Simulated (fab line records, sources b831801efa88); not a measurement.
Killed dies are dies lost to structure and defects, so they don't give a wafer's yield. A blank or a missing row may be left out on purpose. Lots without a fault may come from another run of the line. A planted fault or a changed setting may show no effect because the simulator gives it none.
Problem report in the 8D (eight disciplines) form, filled by code | flow sky130 | the parts of the form that need people (team, actions taken, sign-off) are left out

1. THE PROBLEM
temp_c at SKY_METAL5_STRIP_17 reads a mean of 71.59 C on 3 wafers of 1 lot; wafers without a fault read 72.48 C with a standard deviation of 0.13. That is -6.8 standard deviations from the usual mean.
The step: strips in post etch residue remover, time 1200 s.
First seen on wafer L434.2, day 49 09:52, on wet_bench-01. The record holds 35 wafers of 12 lots with a number at this step. Rule for "out", or "out of limits": more than 4 standard deviations from the usual mean. The other wafers with a number count as sound.

2. WHAT IT IS AND WHAT IT IS NOT
question                    | is                     | is not
which readings at this step | temp_c                 | -
which lots                  | L434                   | L414, L415, L417, L418, L420, L421, L423, L425, L427, L428, L429
which wafers of those lots  | all that have a number | -
read on which tools         | wet_bench-01           | wet_bench-02, wet_bench-03
when                        | from day 49 09:52      | up to then (32 sound wafers)

3. SUSPECTS, AND WHAT RULES EACH OUT
Counting: a tool at a process step up to the reading stays a suspect if it ran every lot that is out and no sound lot after the first of them.
- rie_metal-03 at SKY_METAL4_ETCH_16 (etches BARC in N2/H2, stops on SiO2, time 88.2 s, target depth 60 nm): kept. It ran the lot that is out, L434 (day 47 17:16), and no sound lot after that; its last sound lot up to then is L429 (day 46 01:52).
- rie_metal-03 at SKY_METAL5_DESCUM_14 (chemistry O2, time 11 s): kept. It ran the lot that is out, L434 (day 49 09:28), and no sound lot after that; its last sound lot up to then is L429 (day 47 20:51).
- wet_bench-01 at SKY_METAL5_STRIP_17 (strips in post etch residue remover, time 1200 s): kept. It ran the lot that is out, L434 (day 49 09:52), and no sound lot after that; its last sound lot up to then is L428 (day 47 20:37). Its own readings are out on those wafers: temp_c.
Left after counting: rie_metal-03 at SKY_METAL4_ETCH_16, rie_metal-03 at SKY_METAL5_DESCUM_14, wet_bench-01 at SKY_METAL5_STRIP_17.

4. THE CAUSE (what the simulator had put in)
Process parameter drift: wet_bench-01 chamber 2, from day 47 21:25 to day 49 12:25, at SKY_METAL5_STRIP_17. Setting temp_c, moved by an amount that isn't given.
Counting left 3 suspects, and this tool is among them.

5. THE CHAIN OF EFFECTS, in route order
Each row: a reading whose mean over the struck wafers that have a number lies more than 3 standard deviations from the usual. Only readings for which the record gives a usual standard deviation are gone through. hours: the time from each lot's start at the first step in this table that gives one to its start at this step, as a median over the lots. sigmas: the change in usual standard deviations.
hours | step                | reading | usual   | on struck wafers | change | sigmas
0     | SKY_METAL5_STRIP_17 | temp_c  | 72.48 C | 71.59            | -0.89  | -6.8
The process steps in it:
- SKY_METAL5_STRIP_17: strips in post etch residue remover, time 1200 s.

6. WHAT WOULD HAVE CAUGHT IT SOONER
In this record the first reading out of limits was taken at day 49 09:52, 36 hours after the fault began at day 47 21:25.
